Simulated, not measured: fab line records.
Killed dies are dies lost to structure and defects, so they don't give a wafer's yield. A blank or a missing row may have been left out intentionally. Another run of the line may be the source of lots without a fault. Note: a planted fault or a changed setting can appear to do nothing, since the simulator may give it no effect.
Tool commonality check | flow gf180mcu | 12 lots, 36 wafers sampled

## WHY THIS WAS OPENED
At GF_PSD_RS_MEAS_14 the reading NSD_RS is flagged on 3 of 12 lots. Fault-free wafers read 46.60 ohm/sq, with a standard deviation of 0.083.
Rule: a lot gets a flag if all its wafers with a number sit over 4 standard deviations from that mean, or if no wafer of it has a number. The rest of the lots are taken to be sound.

lot  | measured     | on            | NSD_RS (ohm/sq), wafer by wafer | flag
L407 | day 14 14:40 | film-metro-01 | 46.53 46.66 46.57               |
L409 | day 15 02:03 | film-metro-01 | 46.50 46.52 46.63               |
L411 | day 15 22:56 | film-metro-04 | 46.62 46.73 46.59               |
L413 | day 16 14:21 | film-metro-04 | 46.70 46.72 46.73               |
L415 | day 17 09:47 | film-metro-04 | 46.60 46.64 46.65               |
L417 | day 18 06:28 | film-metro-04 | 46.69 46.65 46.77               |
L418 | day 18 15:17 | film-metro-04 | 46.59 46.72 46.55               |
L419 | day 18 21:04 | film-metro-01 | 46.54 46.57 46.45               |
L423 | day 20 03:25 | film-metro-02 | 46.68 46.67 46.77               |
L426 | day 21 07:53 | film-metro-04 | 39.85 39.79 39.81               | FLAGGED
L428 | day 21 21:20 | film-metro-02 | 39.79 39.86 39.86               | FLAGGED
L429 | day 22 02:32 | film-metro-04 | 39.89 39.92 39.94               | FLAGGED
On average the flagged lots' numbers are 39.86 ohm/sq, which is -6.74 ohm/sq against the usual, or -81 standard deviations.

## TOOL THAT RAN EACH LOT
Before the reading, the record contains 2 process steps out of a 602-step route. Each cell gives the tool, then ch followed by the chambers the sampled wafers passed through, then the start.
lot  | flag    | GF_NWELL_STRIP_10                   | GF_PSD_RTA_13
L407 |         | plasma-asher-04 ch 0,1, day 3 16:16 | rtp-anneal-02 ch 0, day 14 14:31
L409 |         | plasma-asher-02 ch 0, day 3 23:53   | rtp-anneal-01 ch 0, day 15 01:55
L411 |         | plasma-asher-04 ch 0,1, day 4 10:51 | rtp-anneal-02 ch 0, day 15 22:50
L413 |         | plasma-asher-04 ch 0,1, day 4 21:28 | rtp-anneal-02 ch 0, day 16 14:16
L415 |         | plasma-asher-04 ch 0,1, day 5 07:21 | rtp-anneal-02 ch 0, day 17 09:41
L417 |         | plasma-asher-03 ch 0, day 5 22:38   | rtp-anneal-02 ch 0, day 18 06:23
L418 |         | plasma-asher-04 ch 0,1, day 6 02:59 | rtp-anneal-01 ch 0, day 18 15:12
L419 |         | plasma-asher-02 ch 0,1, day 6 07:31 | rtp-anneal-01 ch 0, day 18 20:59
L423 |         | plasma-asher-04 ch 1, day 7 04:28   | rtp-anneal-02 ch 0, day 20 03:19
L426 | FLAGGED | plasma-asher-02 ch 0, day 7 22:25   | rtp-anneal-02 ch 0, day 21 07:47
L428 | FLAGGED | plasma-asher-04 ch 0,1, day 8 06:41 | rtp-anneal-02 ch 0, day 21 21:15
L429 | FLAGGED | plasma-asher-02 ch 0,1, day 8 12:44 | rtp-anneal-02 ch 0, day 22 02:26
What the steps here do:
- GF_NWELL_STRIP_10: strips in O2/N2.
- GF_PSD_RTA_13: time 20 s.
- GF_PSD_RS_MEAS_14: measures by four-point-probe.

## FLAGGED OVER TOTAL, TOOL BY TOOL (the gauges that took the reading come last)
step              | tool            | lots run | flagged | share of the flagged lots | sound lots run after its first flagged lot
GF_NWELL_STRIP_10 | plasma-asher-02 | 4        | 2       | some                      | 0
GF_NWELL_STRIP_10 | plasma-asher-03 | 1        | 0       | none                      | -
GF_NWELL_STRIP_10 | plasma-asher-04 | 7        | 1       | some                      | 0
GF_PSD_RTA_13     | rtp-anneal-01   | 3        | 0       | none                      | -
GF_PSD_RTA_13     | rtp-anneal-02   | 9        | 3       | all                       | 0
GF_PSD_RS_MEAS_14 | film-metro-01   | 3        | 0       | none                      | -
GF_PSD_RS_MEAS_14 | film-metro-02   | 2        | 1       | some                      | 0
GF_PSD_RS_MEAS_14 | film-metro-04   | 7        | 2       | some                      | 0

## WHAT THE TABLE PERMITS
1 row of the table ran every flagged lot: rtp-anneal-02 at GF_PSD_RTA_13.
- rtp-anneal-02 at GF_PSD_RTA_13 ran 9 lots, 3 of them flagged. A fault beginning between L423 (day 20 03:19), its last sound lot, and L426 (day 21 07:47), its first flagged one, fits the data. Its own readings (lamp-power-pct, wafer_temp_C_max) fall more than 4 standard deviations out on all wafers of the flagged lots.
What remains is a single tool, rtp-anneal-02 at GF_PSD_RTA_13.

## WHAT THE SIMULATOR HAD INSERTED
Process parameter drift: rtp-anneal-02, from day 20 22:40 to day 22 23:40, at GF_PSD_RTA_13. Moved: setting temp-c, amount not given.
Shown lots that were struck: L426, L428, L429. The rule above found the same.
